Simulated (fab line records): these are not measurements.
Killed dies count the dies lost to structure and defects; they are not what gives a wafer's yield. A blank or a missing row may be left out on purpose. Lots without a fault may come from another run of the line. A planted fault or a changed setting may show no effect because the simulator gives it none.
Which tool is to blame? | flow gf180mcu | 39 wafers from 13 lots sampled at 5 of the route's 602 steps

## WHAT EACH GAUGE READ, for each wafer
GF_HV_LDD_TW_MEAS_50.
lot  | measured     | on            | HV_LDD_4_TW
L182 | day 12 16:15 | film_metro-01 | 558 558 562
L183 | day 12 23:03 | film_metro-03 | 565 564 564
L184 | day 13 08:26 | film_metro-03 | 569 562 565
L187 | day 13 23:45 | film_metro-01 | 560 562 562
L188 | day 14 04:26 | film_metro-02 | 575 573 572
L190 | day 15 05:38 | film_metro-02 | 576 570 573
L191 | day 15 10:03 | film_metro-01 | 565 560 567
L192 | day 15 18:18 | film_metro-01 | 562 564 564
L193 | day 16 03:35 | film_metro-02 | 566 570 571
L196 | day 17 08:34 | film_metro-02 | 516 514 513 514 514 514
L197 | day 17 10:50 | film_metro-03 | 568 566 564
L198 | day 17 22:51 | film_metro-03 | 506 504 506 506 509 505
L204 | day 19 19:14 | film_metro-01 | 562 563 562

GF_NSD_CD_MEAS_07: the cd target is 400 nm.
lot  | measured     | on        | cd_nm (nm)
L182 | day 13 14:50 | cd_sem-02 | 398.7 400.2 397.8
L183 | day 13 21:39 | cd_sem-02 | 400.2 399.8 402.7
L184 | day 14 08:07 | cd_sem-02 | 399.9 398.9 400.5
L187 | day 14 23:43 | cd_sem-01 | 396.9 396.7 398.0
L188 | day 15 04:29 | cd_sem-01 | 401.1 400.4 404.1
L190 | day 16 06:13 | cd_sem-02 | 398.4 400.9 398.4
L191 | day 16 10:22 | cd_sem-01 | 400.3 399.4 400.7
L192 | day 16 19:18 | cd_sem-02 | 402.6 398.9 401.4
L193 | day 17 03:52 | cd_sem-02 | 398.8 397.6 397.9
L196 | day 18 10:47 | cd_sem-01 | 401.1 400.2 401.0
L197 | day 18 13:43 | cd_sem-01 | 401.4 400.2 404.2
L198 | day 19 02:26 | cd_sem-02 | 403.3 402.0 403.1
L204 | day 20 21:10 | cd_sem-01 | 403.0 402.9 401.2

GF_SAB_THK_MEAS_01.
lot  | measured     | on            | SAB_CVD_00_THK (nm)
L182 | day 14 12:27 | film_metro-01 | 49.9 50.8 50.9
L183 | day 14 20:19 | film_metro-04 | 49.0 49.0 49.7
L184 | day 15 06:16 | film_metro-04 | 49.0 50.6 49.7
L187 | day 15 22:04 | film_metro-02 | 51.0 51.5 50.8
L188 | day 16 03:22 | film_metro-02 | 49.8 50.5 50.7
L190 | day 17 05:44 | film_metro-04 | 48.9 50.2 50.2
L191 | day 17 09:40 | film_metro-04 | 49.8 50.5 50.0
L192 | day 17 19:10 | film_metro-04 | 48.7 49.8 50.1
L193 | day 18 03:26 | film_metro-02 | 49.6 50.3 50.6
L196 | day 19 12:52 | film_metro-02 | 49.4 48.8 49.6
L197 | day 19 15:28 | film_metro-02 | 49.0 50.4 49.9
L198 | day 20 03:26 | film_metro-02 | 49.5 50.2 50.8
L204 | day 21 22:46 | film_metro-02 | 50.0 50.4 51.2

## WHAT TOOL EACH LOT RAN ON (gives the tool, then ch and the chambers of the sampled wafers, and finally the start)
lot  | GF_STI_CMP_25                | GF_HV_LDD_IMPLANT_48
L182 | cmp-02 ch 0,2, day 2 07:06   | implanter-03 ch 0, day 12 16:02
L183 | cmp-02 ch 0,1,2, day 2 12:22 | implanter-02 ch 0, day 12 22:48
L184 | cmp-01 ch 0,1,3, day 2 14:35 | implanter-01 ch 0, day 13 08:12
L187 | cmp-02 ch 0,1,2, day 3 06:37 | implanter-03 ch 0, day 13 23:33
L188 | cmp-02 ch 1,2,3, day 3 10:49 | implanter-02 ch 0, day 14 04:12
L190 | cmp-01 ch 1,2,3, day 3 21:40 | implanter-01 ch 0, day 15 05:23
L191 | cmp-01 ch 1,2,3, day 4 01:58 | implanter-03 ch 0, day 15 09:48
L192 | cmp-02 ch 0,1,3, day 4 07:32 | implanter-03 ch 0, day 15 18:03
L193 | cmp-01 ch 0,1,2, day 4 14:23 | implanter-03 ch 0, day 16 03:20
L196 | cmp-01 ch 1,3, day 5 05:05   | implanter-03 ch 0, day 17 08:19
L197 | cmp-02 ch 0,2,3, day 5 09:13 | implanter-02 ch 0, day 17 10:36
L198 | cmp-02 ch 2,3, day 5 18:42   | implanter-03 ch 0, day 17 22:36
L204 | cmp-02 ch 0,3, day 6 20:36   | implanter-01 ch 0, day 19 19:00
- GF_STI_CMP_25: polishes, stops on Si3N4, t overpolish 33 s, target thk 524.6 nm.
- GF_HV_LDD_IMPLANT_48

## AS READ BY THE TOOLS THEMSELVES (means over the sampled wafers that have a number; for cases with no such wafer, the mark the record gives instead)
GF_STI_CMP_25.
lot  | tool   | motor_current_A (A) | overpolish_run_s (s) | platen_rpm (rpm) | time_to_endpoint_s (s)
L182 | cmp-02 | 12.2                | 32.998               | 60.01            | 119
L183 | cmp-02 | 12.1                | 32.996               | 60.00            | 121
L184 | cmp-01 | 12.1                | 32.993               | 60.02            | 125
L187 | cmp-02 | 12.1                | 33.006               | 60.01            | 126
L188 | cmp-02 | 12.5                | 33.005               | 60.03            | 121
L190 | cmp-01 | 12.8                | 32.999               | 59.98            | 124
L191 | cmp-01 | 12.9                | 32.999               | 59.97            | 124
L192 | cmp-02 | 12.7                | 32.994               | 59.95            | 124
L193 | cmp-01 | 12.8                | 32.997               | 60.02            | 125
L196 | cmp-01 | 12.2                | 33.001               | 60.01            | 129
L197 | cmp-02 | 12.8                | 33.007               | 60.02            | 120
L198 | cmp-02 | 12.5                | 32.997               | 60.01            | 122
L204 | cmp-02 | 13.1                | 33.005               | 59.99            | 121

GF_HV_LDD_IMPLANT_48.
lot  | tool         | end_station_pressure_torr (Torr) | tilt_deg (degrees)
L182 | implanter-03 | 5.18e-06                         | 6.999
L183 | implanter-02 | 4.96e-06                         | 6.988
L184 | implanter-01 | 5.03e-06                         | 6.986
L187 | implanter-03 | 5.20e-06                         | 6.983
L188 | implanter-02 | 5.06e-06                         | 6.998
L190 | implanter-01 | 4.95e-06                         | 7.010
L191 | implanter-03 | 5.12e-06                         | 6.995
L192 | implanter-03 | 5.08e-06                         | 7.005
L193 | implanter-03 | 5.06e-06                         | 7.013
L196 | implanter-03 | 5.01e-06                         | 0.009
L197 | implanter-02 | 5.37e-06                         | 7.010
L198 | implanter-03 | 5.14e-06                         | -0.005
L204 | implanter-01 | 5.16e-06                         | 7.031

## THE ANSWER, worked out from the rows above alone
Rule: the usual values come from the lots themselves. The widest of any qualifying gaps counts: lots, ordered by their means at a reading, are off when they make up no more than a third of the lots, leave a main group of 4 or more, and stand apart from it by 3 or more times the standard deviation of that group's means. A main group whose means are all the same, to the digits that the tables above print for the reading, isn't used. Also off: a lot with no number at a reading for which 4 or more lots have one. The other lots that the step has rows for count as sound. Order of review: gauges by route order, followed by the tools' own readings, for which a lot's mean as printed above is used. At the first step where some lot is off, the reading lying furthest off is the one used; lots without a number count as furthest.
Off: L196, L198, at GF_HV_LDD_TW_MEAS_50 (HV_LDD_4_TW). The main group has a mean of 566 with a standard deviation of 4.3.
A tool fits if, at a process step before that reading, it ran every lot that is off, and no sound lot after the first of them. The gauges at GF_HV_LDD_TW_MEAS_50 aren't tried: what is off there is off at GF_HV_LDD_IMPLANT_48 too, on other tools, and a gauge's error can't cause that. One fits: GF_HV_LDD_IMPLANT_48 on implanter-03. A fault onset in the window from L193 (day 16 03:20, its last sound lot) to L196 (day 17 08:19, its first lot off) fits.
The tool's own readings at GF_HV_LDD_IMPLANT_48 bear it out: on the lots that are off they differ by more than 5 times the standard deviation of the sound lots' means. tilt_deg reads 0.002 degrees there against 7.002 degrees on the sound lots.

## WHAT HAD BEEN PUT IN BY THE SIMULATOR
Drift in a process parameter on implanter-03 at GF_HV_LDD_IMPLANT_48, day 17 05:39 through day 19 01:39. Setting tilt_deg, moved by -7, from 7. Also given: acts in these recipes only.
Shown lots that were struck: L196, L198. The rule above reached the same finding.
